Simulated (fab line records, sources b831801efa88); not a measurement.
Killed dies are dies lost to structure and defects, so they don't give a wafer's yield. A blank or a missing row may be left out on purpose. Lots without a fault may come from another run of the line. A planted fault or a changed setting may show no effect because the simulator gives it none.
fab line records | flow sky130
record lots=6 wafers=18 last_day=51
route steps=708 shown LDD_P@263 LDD_HVN@267 LDD_HVP@278 PAD_OPEN@708
lots that met no fault: from a run of the same line without faults
start_h: hours from the record's first day to the start of the lot's first wafer shown | wait_h: hours since the lot's step before | " the same as in the row above | L1.1+2: a row that stands for several wafers | - no value, or no start given | * or withheld: withheld | < > ~ a bound
route shown NAME@n: a module of which the file shows steps, and the number in the route of the first | usual: mean/standard deviation of fault-free wafers | same: alike in all rows | chamber/n: place in a boat | sites: the reading at each site | _std_site: their standard deviation | _edge_site: outer sites' mean less inner sites' | radius_mm: how far each site lies from the wafer's centre | mask NAME#n: copy n | behind: the tool/chamber that last shaped the wafer | hold: why the lot was held/for how many hours/how that ended | device: the transistor (n, p or np) that didn't switch | end of line: the same wafers' tests at the end of the route | a step without rows: its recipe alone | killed: dies lost to structure and defects at the first sort, not the wafer's yield | map: a wafer's dies, x killed, . not, _ none there
set.NAME: the setting as run; set.NAME@STEP: as run at that earlier step | model.NAME: the simulator's own value behind a step, which no gauge read
lots at some steps of the route; a table a step, a row a wafer
services: from which hour (start_h, from the record's first day; less than 0 if before it) a tool's chamber was out of use, for how many hours, and why
## steps
# step SKY_LDD_P_OVL_MEAS_08
# usual LDD_P_OVL=1.5/1.4
# columns lot.wafer tool chamber start_h wait_h LDD_P_OVL[nm]
L392.1 overlay-01 - 489.92 0.1 2.8
L392.2 " - " " 1.0
L392.3 " - " " 0.1
L394.1 overlay-02 - 514.87 0.1 0.2
L394.2 " - " " 1.8
L394.5 " - " " 1.1
L398.4 overlay-02 - 546.83 0.1 -1.0
L398.5 " - " " 0.8
L398.6 " - " " -0.4
L400.3 overlay-02 - 561.13 0.1 1.8
L400.4 " - " " 2.7
L400.6 " - " " 2.8
L402.1 overlay-02 - 579.42 0.1 2.7
L402.4 " - " " 3.5
L402.5 " - " " 1.3
L410.1 overlay-01 - 636.07 0.1 1.3
L410.4 " - " " 1.5
L410.5 " - " " 1.3
# step SKY_LDD_P_IMPLANT_09
# recipe species=BF2 energy_kev=25 dose_cm2=1.017e+13 tilt_deg=withheld
# step SKY_LDD_P_STRIP_10
# recipe chemistry=O2/N2 power_w=1400 pressure_mtorr=1500 platen_temp_c=withheld o2_flow_sccm=3000 n2_flow_sccm=300 overash_fraction=0.5
# usual chamber_pressure_mTorr=1500.0/1.3 drypump_motor_current_A=5.6/0.37 oes_product_au=0.716/0.0043 strip_time_to_endpoint_s=14.18/0.04
# columns lot.wafer tool chamber start_h wait_h chamber_pressure_mTorr drypump_motor_current_A oes_product_au rf_hours_counter_h strip_time_to_endpoint_s
L392.1 plasma_asher-01 0 490.10 0.1 1499.4 5.2 0.709 6 14.22
L392.2 " 1 " " 1500.5 5.7 0.711 6 14.16
L392.3 " 1 " " 1500.4 5.8 0.719 - 14.21
L394.1 plasma_asher-01 0 515.06 0.1 1499.2 5.2 0.710 8 14.17
L394.2 " 1 " " 1501.1 5.8 0.718 8 14.19
L394.5 " 0 " " 1499.1 5.2 0.711 - 14.23
L398.4 plasma_asher-03 0 547.04 0.1 1499.9 5.3 0.726 - 14.17
L398.5 " 1 " " 1499.9 5.3 0.714 - 14.14
L398.6 " 0 " " 1496.8 5.3 0.716 - 14.19
L400.3 plasma_asher-04 0 561.34 0.1 1500.8 5.6 0.718 - 14.18
L400.4 " 1 " " 1502.7 6.3 0.713 - 14.21
L400.6 " 1 " " 1501.0 6.3 0.715 - 14.17
L402.1 plasma_asher-01 0 579.61 0.1 1498.3 5.1 0.720 15 14.22
L402.4 " 1 " " 1500.0 5.8 0.711 - 14.26
L402.5 " 1 " " 1500.3 5.8 0.713 - 14.24
L410.1 plasma_asher-01 0 636.26 0.1 1499.3 5.2 0.718 21 14.14
L410.4 " 0 " " 1502.2 5.2 0.711 - 14.15
L410.5 " 0 " " 1501.3 5.2 0.720 - 14.18
# step SKY_LDD_P_TW_MEAS_11
# usual LDD_P_TW=640/7.5
# columns lot.wafer tool chamber start_h wait_h LDD_P_TW
L392.1 film_metro-01 - 490.20 0.1 637
L392.2 " - " " 632
L392.3 " - " " 635
L394.1 film_metro-03 - 515.16 0.1 640
L394.2 " - " " 637
L394.5 " - " " 637
L398.4 film_metro-03 - 547.13 0.1 636
L398.5 " - " " 637
L398.6 " - " " 638
L400.3 film_metro-01 - 561.42 0.1 633
L400.4 " - " " 628
L400.6 " - " " 630
L402.1 film_metro-02 - 579.71 0.1 645
L402.4 " - " " 650
L402.5 " - " " 648
L410.1 film_metro-01 - 636.36 0.1 631
L410.4 " - " " 628
L410.5 " - " " 630
# step SKY_LDD_HVN_DEHYDRATE_00
# recipe temp_c=200 time_s=60
# step SKY_LDD_HVN_HMDS_01
# recipe prime_time_s=60 prime_temp_c=120
# step SKY_LDD_HVN_COAT_02
# recipe resist=NOVOLAK spin_rpm=3000 resist_thk_nm=300
# step SKY_LDD_HVN_SOFTBAKE_03
# recipe temp_c=90 time_s=60 resist=NOVOLAK
# step SKY_LDD_HVN_EXPOSE_04
# recipe mask_id=HVNTM na=0.6 source_shape=conventional sigma_outer=0.6 polarization=unpolarized target_cd_nm=700 dose_mj=127
# step SKY_LDD_HVN_PEB_05
# recipe temp_c=withheld time_s=* resist=NOVOLAK
# step SKY_LDD_HVN_DEVELOP_06
# recipe resist=NOVOLAK developer=TMAH develop_time_s=60 dev_temp_c=23
# step SKY_LDD_HVN_OVL_MEAS_07
# usual LDD_HVN_OVL=-0.3/1.3
# columns lot.wafer tool chamber start_h wait_h LDD_HVN_OVL[nm]
L392.1 overlay-02 - 521.37 0.1 -1.1
L392.2 " - " " 0.3
L392.3 " - " " -0.5
L394.1 overlay-01 - 545.82 0.1 -1.9
L394.2 " - " " -1.4
L394.5 " - " " 1.5
L398.4 overlay-01 - 578.07 0.1 -1.4
L398.5 " - " " -1.8
L398.6 " - " " -2.5
L400.3 overlay-02 - 591.63 0.1 0.0
L400.4 " - " " 2.4
L400.6 " - " " -0.4
L402.1 overlay-01 - 609.25 0.1 1.6
L402.4 " - " " 1.0
L402.5 " - " " 1.7
L410.1 overlay-02 - 665.85 0.1 -0.7
L410.4 " - " " 0.6
L410.5 " - " " -1.1
# step SKY_LDD_HVN_IMPLANT_08
# recipe species=P energy_kev=60 dose_cm2=3e+13 tilt_deg=40
# columns lot.wafer tool chamber start_h wait_h
L392.1+2+3 implanter-01 0 521.40 0.0
L394.1+2+5 implanter-04 0 545.85 0.0
L398.4+5+6 implanter-03 0 578.16 0.1
L400.3+4+6 implanter-04 0 591.70 0.1
L400.3+4+6 implanter-04 0 592.02 0.3
L402.1+4+5 implanter-01 0 609.29 0.0
L410.1+4+5 implanter-01 0 665.89 0.0
L410.1+4+5 implanter-01 0 666.20 0.3
# step SKY_LDD_HVN_STRIP_09
# recipe chemistry=O2/N2 power_w=1400 pressure_mtorr=1500 platen_temp_c=withheld o2_flow_sccm=3000 n2_flow_sccm=300 overash_fraction=0.5
# usual chamber_pressure_mTorr=1500.0/1.3 drypump_motor_current_A=5.8/0.35 oes_product_au=0.409/0.0042 strip_time_to_endpoint_s=4.134/0.014
# columns lot.wafer tool chamber start_h wait_h chamber_pressure_mTorr drypump_motor_current_A oes_product_au rf_hours_counter_h strip_time_to_endpoint_s
L392.1 plasma_asher-02 1 521.55 0.1 1500.0 6.1 0.411 71 4.128
L392.2 " 0 " " 1501.4 5.6 0.405 71 4.135
L392.3 " 1 " " 1499.8 6.1 0.408 - 4.128
L394.1 plasma_asher-04 0 546.00 0.1 1500.1 5.6 0.413 83 4.141
L394.2 " 1 " " 1499.7 6.3 0.405 83 4.141
L394.5 " 0 " " 1502.0 5.6 0.408 - 4.129
L398.4 plasma_asher-02 1 578.27 0.1 1499.8 6.1 0.413 - 4.146
L398.5 " 0 " " 1501.6 5.6 0.410 - 4.129
L398.6 " 1 " " 1500.6 6.1 0.410 - 4.124
L400.3 plasma_asher-04 0 592.15 0.1 1499.1 5.6 0.414 - 4.156
L400.4 " 1 " " 1499.8 6.3 0.408 - 4.157
L400.6 " 1 " " 1501.2 6.3 0.404 - 4.123
L402.1 plasma_asher-01 0 609.44 0.1 1498.2 5.2 0.410 19 4.117
L402.4 " 1 " " 1499.4 5.8 0.406 - 4.141
L402.5 " 0 " " 1502.2 5.2 0.408 - 4.135
L410.1 plasma_asher-02 0 666.35 0.1 1498.8 5.7 0.416 87 4.142
L410.4 " 1 " " 1501.4 6.1 0.415 - 4.161
L410.5 " 0 " " 1499.2 5.6 0.414 - 4.158
# step SKY_LDD_HVN_TW_MEAS_10
# usual LDD_HVN_TW=1431/12
# columns lot.wafer tool chamber start_h wait_h LDD_HVN_TW
L392.1 film_metro-03 - 521.65 0.1 1447
L392.2 " - " " 1437
L392.3 " - " " 1431
L394.1 film_metro-04 - 546.10 0.1 1449
L394.2 " - " " 1451
L394.5 " - " " 1438
L398.4 film_metro-04 - 578.37 0.1 1445
L398.5 " - " " 1442
L398.6 " - " " 1444
L400.3 film_metro-04 - 592.24 0.1 1793
L400.4 " - " " 1800
L400.6 " - " " 1796
L402.1 film_metro-04 - 609.54 0.1 1438
L402.4 " - " " 1446
L402.5 " - " " 1442
L410.1 film_metro-04 - 666.45 0.1 1799
L410.4 " - " " 1792
L410.5 " - " " 1795
# step SKY_LDD_HVP_DEHYDRATE_00
# recipe temp_c=200 time_s=60
# step SKY_PAD_OPEN_PROBE_99
# usual killed_at_M0_to_M3=43/7.3 killed_at_M4_up=3.4/2.1 killed_at_contacts=24/5.9 killed_at_front_end=14/4 killed_at_other=0.3/0.54 killed_dies=85/10 killed_open=46/7.7 killed_short=38/6
# same gross_dies=492 killed_at_back_side=0
# columns lot.wafer tool chamber start_h wait_h killed_at_M0_to_M3 killed_at_M4_up killed_at_contacts killed_at_front_end killed_at_other killed_dies killed_open killed_short model.etest.tip_n_5v.rs_ohm_sq model.etest.nfet_g5v0d10v5.r_on_ohm_um model.etest.nfet_g5v0d10v5.drive_ua_um model.etest.nfet_05v0_nvt.drive_ua_um model.etest.tip_n_5v.rs_ohm_sq_range model.etest.res_ndiff_hv.rs_ohm_sq model.etest.ring_5v.delay_ps model.etest.nfet_05v0_nvt.off_log10_a_um
L392.1 prober-01 - 1128.22 0.1 42 4 27 15 2 90 51 39 1431 1914 588.6 559.7 37.48 114.6 45.08 -11.17
L392.2 prober-01 - 1128.27 0.1 36 2 12 11 0 61 28 33 1440 1919 588.9 557.6 38.77 114.9 44.63 -11.05
L392.3 prober-01 - 1128.32 0.2 36 2 16 10 0 64 34 30 1425 1947 583.7 553 16.38 114.3 45.49 -11.07
L394.1 prober-01 - 1144.32 0.1 35 1 11 13 0 60 24 36 1379 1897 593.9 564.5 17.38 115.1 45.3 -11.07
L394.2 prober-01 - 1144.37 0.1 41 1 13 14 0 69 36 33 1373 1886 599.4 572.8 26.21 114.6 44.92 -11.26
L394.5 prober-01 - 1144.52 0.2 45 3 23 16 1 88 52 36 1373 1852 601.7 567.1 20.44 114.6 44.48 -11.33
L398.4 prober-01 - 1164.27 0.2 44 1 25 9 1 80 37 42 1402 1924 584.7 559.4 38.12 113.9 45.2 -11.11
L398.5 prober-01 - 1164.32 0.2 38 3 19 14 0 74 42 32 1393 1899 589 559.6 55.54 113 44.8 -11.21
L398.6 prober-01 - 1164.37 0.2 32 5 18 15 0 70 33 37 1389 1887 598.1 570.4 19.46 113 44.94 -11.43
L400.3 prober-01 - 1171.69 0.2 30 5 25 16 0 76 41 35 845.3 1720 658.3 599.6 23.6 111 42.91 -10.55
L400.4 prober-01 - 1171.74 0.2 43 7 18 10 0 78 42 36 840.7 1722 666.2 603.2 21.9 110.8 43.72 -10.7
L400.6 prober-01 - 1171.84 0.2 41 3 23 11 0 78 44 34 837.6 1703 669.7 603.7 17.36 110.4 43.23 -10.69
L402.1 prober-01 - 1183.94 0.1 52 1 18 11 0 82 43 39 1387 1883 618 584.1 24.88 111.7 44.29 -10.8
L402.4 prober-01 - 1184.09 0.2 61 2 20 8 0 91 56 35 1382 1858 617.5 590.2 24.97 113 44.42 -11.03
L402.5 prober-01 - 1184.14 0.2 35 1 22 12 0 70 33 35 1384 1867 619.7 585.3 20.83 111.9 44.3 -10.91
L410.1 prober-02 - 1214.84 0.1 53 3 14 9 0 79 46 32 851.8 1736 640 583.5 18.06 111.2 43.93 -10.82
L410.4 prober-02 - 1214.99 0.2 42 5 16 17 0 80 38 41 844.5 1706 648.5 594.1 15.63 110.9 43.38 -10.8
L410.5 prober-02 - 1215.04 0.2 36 5 27 20 0 88 45 39 842.3 1724 652.9 591.5 25.71 110.3 43.25 -10.72
# killed by level:class
L392.1 CONTACT:geometric_particle:open=12 VIA1:geometric_particle:open=8 VIA3:geometric_particle:open=7 METAL3:geometric_particle:short=6 LOCAL_INTERCONNECT:geometric_particle:short=6 FIELD_ISO:geometric_particle:open=5 METAL2:geometric_particle:short=5 VIA2:geometric_particle:open=5
L392.2 VIA2:geometric_particle:open=8 VIA3:geometric_particle:open=6 POLY_GATE:geometric_particle:short=5 VIA3:geometric_particle:short=5 LI_CONTACT:geometric_particle:open=4 METAL1:geometric_particle:short=4 CONTACT:geometric_particle:short=3 VIA2:geometric_particle:short=3
L392.3 CONTACT:geometric_particle:open=7 VIA1:geometric_particle:open=7 METAL2:geometric_particle:short=6 METAL1:geometric_particle:short=5 VIA3:geometric_particle:open=5 VIA1:geometric_particle:short=5 LOCAL_INTERCONNECT:geometric_particle:short=4 VIA2:geometric_particle:open=4
L394.1 POLY_GATE:geometric_particle:short=6 VIA3:geometric_particle:open=6 METAL2:geometric_particle:short=6 VIA2:geometric_particle:open=5 CONTACT:geometric_particle:open=4 METAL1:geometric_particle:short=4 LI_CONTACT:geometric_particle:short=3 VIA1:geometric_particle:open=3
L394.2 POLY_GATE:geometric_particle:open=7 VIA1:geometric_particle:open=7 VIA2:geometric_particle:open=6 VIA1:geometric_particle:short=6 METAL2:geometric_particle:short=6 CONTACT:geometric_particle:short=4 VIA2:geometric_particle:short=4 VIA3:geometric_particle:open=4
L394.5 LI_CONTACT:geometric_particle:open=9 VIA1:geometric_particle:open=9 POLY_GATE:geometric_particle:open=7 CONTACT:geometric_particle:open=7 METAL1:geometric_particle:short=6 VIA2:geometric_particle:open=6 VIA1:geometric_particle:short=5 CONTACT:geometric_particle:short=4
L398.4 CONTACT:geometric_particle:open=7 LOCAL_INTERCONNECT:geometric_particle:short=7 VIA1:geometric_particle:short=7 VIA1:geometric_particle:open=7 VIA3:geometric_particle:open=6 METAL2:geometric_particle:short=5 VIA2:geometric_particle:open=5 LI_CONTACT:geometric_particle:open=4
L398.5 CONTACT:geometric_particle:open=10 VIA1:geometric_particle:open=8 VIA3:geometric_particle:open=6 FIELD_ISO:geometric_particle:short=5 VIA2:geometric_particle:open=5 VIA1:geometric_particle:short=4 VIA3:geometric_particle:short=4 LI_CONTACT:geometric_particle:open=3
L398.6 VIA1:geometric_particle:open=11 VIA1:geometric_particle:short=5 FIELD_ISO:geometric_particle:short=4 POLY_GATE:geometric_particle:short=4 LI_CONTACT:geometric_particle:open=4 LOCAL_INTERCONNECT:geometric_particle:short=4 CONTACT:geometric_particle:short=4 CONTACT:geometric_particle:open=4
L400.3 CONTACT:geometric_particle:open=10 VIA1:geometric_particle:open=7 LI_CONTACT:geometric_particle:open=6 METAL2:geometric_particle:short=5 VIA3:geometric_particle:open=5 POLY_GATE:geometric_particle:short=4 VIA2:geometric_particle:short=4 METAL4:geometric_particle:short=4
L400.4 VIA1:geometric_particle:open=12 CONTACT:geometric_particle:open=10 METAL2:geometric_particle:short=10 VIA2:geometric_particle:open=6 METAL4:geometric_particle:short=5 METAL1:geometric_particle:short=4 CONTACT:geometric_particle:short=4 VIA3:geometric_particle:open=4
L400.6 VIA1:geometric_particle:open=13 CONTACT:geometric_particle:open=10 VIA2:geometric_particle:open=6 FIELD_ISO:geometric_particle:short=5 METAL1:geometric_particle:short=5 VIA3:geometric_particle:open=5 LI_CONTACT:geometric_particle:open=4 LOCAL_INTERCONNECT:geometric_particle:short=4
L402.1 METAL1:geometric_particle:short=8 VIA2:geometric_particle:open=7 VIA3:geometric_particle:open=7 LI_CONTACT:geometric_particle:open=6 CONTACT:geometric_particle:open=6 VIA1:geometric_particle:open=6 VIA1:geometric_particle:short=5 METAL2:geometric_particle:short=5
L402.4 VIA1:geometric_particle:open=14 VIA2:geometric_particle:open=13 CONTACT:geometric_particle:open=8 VIA3:geometric_particle:open=6 LI_CONTACT:geometric_particle:open=5 VIA2:geometric_particle:short=5 METAL2:geometric_particle:short=5 CONTACT:geometric_particle:short=4
L402.5 CONTACT:geometric_particle:open=9 METAL1:geometric_particle:short=6 LI_CONTACT:geometric_particle:open=5 VIA1:geometric_particle:open=4 METAL2:geometric_particle:short=4 CONTACT:geometric_particle:short=4 VIA1:geometric_particle:short=4 VIA3:geometric_particle:open=4
L410.1 VIA1:geometric_particle:open=14 VIA2:geometric_particle:open=9 VIA3:geometric_particle:open=7 METAL1:geometric_particle:short=6 VIA2:geometric_particle:short=5 LI_CONTACT:geometric_particle:open=3 CONTACT:geometric_particle:open=3 METAL1:geometric_particle:open=3
L410.4 VIA1:geometric_particle:open=9 VIA1:geometric_particle:short=7 VIA2:geometric_particle:open=6 METAL3:geometric_particle:short=5 LI_CONTACT:geometric_particle:open=5 CONTACT:geometric_particle:open=5 METAL1:geometric_particle:short=5 METAL2:geometric_particle:short=5
L410.5 LI_CONTACT:geometric_particle:open=8 CONTACT:geometric_particle:open=7 VIA2:geometric_particle:open=7 FIELD_ISO:geometric_particle:open=6 CONTACT:geometric_particle:short=6 VIA1:geometric_particle:open=6 LOCAL_INTERCONNECT:geometric_particle:short=5 METAL2:geometric_particle:short=5
## services
# columns tool chamber start_h hours kind
implanter-01 - 494.15 5.1 repair
implanter-03 - 567.07 2.5 repair
plasma_asher-03 - 568.59 2.1 repair
plasma_asher-03 - 577.21 2.8 pm
plasma_asher-03 - 597.64 15.6 pm
plasma_asher-04 - 598.32 3.7 repair
implanter-04 - 625.46 3.4 pm
implanter-03 - 644.38 15.8 repair
implanter-04 - 656.61 2.4 repair
## key
first_sign step=SKY_LDD_HVN_IMPLANT_08 reading=visit direction=added
effect step=SKY_LDD_HVN_TW_MEAS_10 reading=LDD_HVN_TW direction=up sigmas=31 usual=1431 struck=1796
model_effect step=SKY_PAD_OPEN_PROBE_99 value=etest.tip_n_5v.rs_ohm_sq without=1389 struck=843.7
met_at SKY_LDD_HVN_IMPLANT_08
struck_wafers L400.3,L400.4,L400.6,L410.1,L410.4,L410.5
tester_left_out L400,L410
fault kind=repeated_step_whole tool=implanter-01,implanter-03,implanter-04 chamber=- onset_h=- steps=SKY_LDD_HVN_IMPLANT_08 times=1 scope=struck_lots_only
# tester_left_out: of these lots the tester's yield and bins aren't shown, on N5 and GAA mostly nor the transistor test; their killed dies are dies lost to structure and defects alone, not to doping, threshold or leakage, so they don't give the yield
